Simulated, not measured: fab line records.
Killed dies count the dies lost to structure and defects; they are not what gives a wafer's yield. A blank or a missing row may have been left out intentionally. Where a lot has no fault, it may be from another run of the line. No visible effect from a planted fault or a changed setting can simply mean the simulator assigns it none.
8D (eight disciplines) problem report, filled in by code ; flow sky130 ; the parts of the form that need people (team, actions taken, sign-off) are left out

1. WHAT WENT WRONG
Across 2 wafers from 2 lots, CAP2M_CVD_00_THK at SKY_CAP2M_THK_MEAS_01 averages 14.32 nm, while fault-free wafers read 15.47 nm with a standard deviation of 0.24. That puts it -4.8 standard deviations away from the usual mean.
The first sign was on wafer L201.2 at day 41 14:39, on film metro-04. At this step, 31 wafers from 11 lots have a number in the record. Rule for "out" (also "out of limits"): further than 4 standard deviations from the usual mean. All remaining wafers that have a number are taken as sound.

2. WHAT THIS IS AND IS NOT
question;is;is not
which readings at this step;CAP2M_CVD_00_THK;-
which lots;L201, L206;L198, L208, L209, L210, L211, L213, L214, L216, L217
which wafers of those lots;L201.2, L206.5;L201.1, L201.4
read on which gauges;film metro-03, film metro-04;film metro-02
when;from day 41 14:39;"up to then (5 sound wafers); but 24 sound wafers of L208, L209, L210, L211, L213, L214, L216, L217 came after"

3. SUSPECTS, AND WHAT RULES EACH OUT
Counting: a tool at a process step up to the reading stays a suspect if it ran every lot that is out. Sound lots after the first of them don't rule it out here, since some wafers of a struck lot are sound.
- the gauge at SKY_CAP2M_THK_MEAS_01 has been ruled out. Those wafers that are out were read across 2 gauges (film metro-03, film metro-04).
- pecvd-03 at SKY_CAP2M_CVD_00 (deposits SiO2, target thk 15.5 nm): kept. It ran every lot that is out, first L201 (day 41 14:38).
- Within pecvd-03 at SKY_CAP2M_CVD_00, the wafers that are out were processed in chamber 1 and their sound lot-mates in chamber 2.
Left after counting: pecvd-03 at SKY_CAP2M_CVD_00.

4. THE CAUSE (what the simulator had put in)
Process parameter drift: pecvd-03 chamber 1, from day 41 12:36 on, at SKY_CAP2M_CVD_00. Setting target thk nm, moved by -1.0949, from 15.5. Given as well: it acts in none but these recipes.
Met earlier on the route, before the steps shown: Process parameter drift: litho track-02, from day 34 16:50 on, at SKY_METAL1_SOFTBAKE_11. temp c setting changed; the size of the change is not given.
The count eliminated every tool but this one.

5. THE EFFECT CHAIN, in route order
One row per reading whose mean, taken over the struck wafers that have a number, lies over 3 standard deviations from the usual. Scope: only readings with a usual standard deviation given in the record; hours: median across lots of the time from each lot's start at the first step in this table that gives one to its start at this step; sigmas: change in usual standard deviations.
hours;step;reading;usual;on struck wafers;change;sigmas
0;SKY_CAP2M_THK_MEAS_01;CAP2M_CVD_00_THK;15.47 nm;14.32;-1.15;-4.8
47;SKY_METAL4_ETCH_17;oes product au;0.753 a.u.;0.722;-0.031;-4.2
Process steps it contains:
- SKY_METAL4_ETCH_17: etches SiO2 in C4F8/O2/Ar, stops on TiN, time 3.9 s, target depth 15 nm.

6. WHAT WOULD HAVE CAUGHT IT SOONER
Counted from the fault's start at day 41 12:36, it took 2 hours until the first out-of-limits reading at a measuring or inspecting step in this record, taken at day 41 14:39.
Tool readings at SKY_CAP2M_CVD_00 with a usual standard deviation given in the record: none out on any struck wafer, hence no alarm at a limit of 4 standard deviations on them.
L206, from the lots that are out (2), started SKY_CAP2M_CVD_00 on pecvd-03 later than day 41 14:39. Had the tool been put on hold then, it would have been spared.
